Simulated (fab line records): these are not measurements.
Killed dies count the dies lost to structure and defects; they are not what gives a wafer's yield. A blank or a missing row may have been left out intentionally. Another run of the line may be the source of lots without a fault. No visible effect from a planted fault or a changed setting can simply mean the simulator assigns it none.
Chamber matching | flow gf180mcu | cmp-01 running GF_V4_CMP_26: 4 sister chambers
The step polishes, stops on SiO2, t overpolish 15 s, target thk 0 nm. 33 wafers are shown with their chamber, then 12 later ones without.

== WAFERS WITH THEIR CHAMBER ==
wafer  | chamber | motor-current-A (A) | time-to-endpoint-s (s) | overpolish-run-s (s)
L074.1 | 0       | 10.7                | 76                     | 15.000
L074.4 | 2       | 9.4                 | 83                     | 15.000
L074.5 | 3       | 8.4                 | 81                     | 14.987
L077.1 | 3       | 8.4                 | 88                     | 14.997
L077.2 | 0       | 11.0                | 81                     | 15.004
L077.4 | 1       | 14.1                | 84                     | 15.001
L079.1 | 0       | 11.1                | 77                     | 14.986
L079.2 | 3       | 8.0                 | 81                     | 15.020
L079.4 | 1       | 13.3                | 79                     | 14.986
L080.1 | 1       | 14.4                | 75                     | 14.995
L080.3 | 0       | 11.3                | 77                     | 15.002
L080.4 | 3       | 7.9                 | 79                     | 14.978
L080.2 | 2       | 9.9                 | 80                     | 15.008
L080.5 | 0       | 11.5                | 76                     | 14.985
L080.6 | 1       | 13.5                | 74                     | 14.995
L082.1 | 3       | 8.4                 | 84                     | 14.996
L082.4 | 2       | 9.4                 | 83                     | 15.005
L082.5 | 2       | 9.6                 | 82                     | 15.016
L083.1 | 0       | 11.3                | 75                     | 14.980
L083.2 | 3       | 8.0                 | 81                     | 15.006
L083.4 | 1       | 12.5                | 76                     | 14.990
L085.2 | 2       | 10.1                | 78                     | 15.014
L085.3 | 0       | 10.5                | 75                     | 15.001
L085.4 | 3       | 8.6                 | 82                     | 15.005
L087.1 | 0       | 10.3                | 76                     | 14.999
L087.2 | 1       | 13.1                | 79                     | 14.988
L087.3 | 3       | 8.2                 | 78                     | 14.994
L088.1 | 1       | 14.2                | 74                     | 14.995
L088.2 | 2       | 10.1                | 80                     | 14.994
L088.4 | 0       | 10.9                | 70                     | 15.000
L090.2 | 3       | 8.4                 | 88                     | 15.004
L090.4 | 2       | 9.9                 | 85                     | 15.004
L090.5 | 0       | 11.0                | 76                     | 15.003

SIGNATURES, as means of the wafers listed above
reading            | chamber 0 | chamber 1 | chamber 2 | chamber 3 | scatter within a chamber
motor-current-A    | 10.960    | 13.586    | 9.771     | 8.256     | 0.419
time-to-endpoint-s | 75.90     | 77.29     | 81.57     | 82.44     | 3.11
overpolish-run-s   | 14.99600  | 14.99286  | 15.00586  | 14.99856  | 0.00905
Rule: a wafer's distance from a chamber is the root of the sum, over the readings, of the square of ((its reading less the chamber's mean) divided by the reading's scatter). The wafer belongs to the nearest chamber; if the next one is less than 2 further off, it can't be placed. The scatter: take each reading less its chamber's mean, square it, sum over the shown wafers, divide by the number of wafers less the number of chambers, and take the root.

== WAFERS MISSING THEIR CHAMBER ==
wafer  | motor-current-A (A) | time-to-endpoint-s (s) | overpolish-run-s (s)
L093.3 | 9.8                 | 80                     | 15.003
L093.4 | 11.9                | 75                     | 15.004
L093.6 | 10.6                | 72                     | 15.003
L093.1 | 8.7                 | 81                     | 14.992
L093.2 | 13.6                | 73                     | 15.005
L093.5 | 14.8                | 75                     | 14.986
L095.1 | 10.2                | 80                     | 15.004
L095.3 | 11.5                | 74                     | 14.989
L095.6 | 13.6                | 77                     | 14.994
L096.1 | 8.2                 | 82                     | 14.992
L096.5 | 10.7                | 75                     | 15.002
L096.6 | 13.7                | 80                     | 14.983

== THE CHAMBER EACH PASSED THROUGH ==
wafer  | from the rows above     | in truth
L093.3 | 2                       | 2
L093.4 | can't be placed: 0 or 1 | 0
L093.6 | can't be placed: 0 or 2 | 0
L093.1 | can't be placed: 3 or 2 | 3
L093.2 | 1                       | 1
L093.5 | 1                       | 1
L095.1 | can't be placed: 2 or 0 | 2
L095.3 | 0                       | 0
L095.6 | 1                       | 1
L096.1 | 3                       | 3
L096.5 | 0                       | 0
L096.6 | 1                       | 1
Placed correctly: 8 of 12. These rows do not allow placing 4 (true chamber among the candidates in 4). 0 placed wrongly.
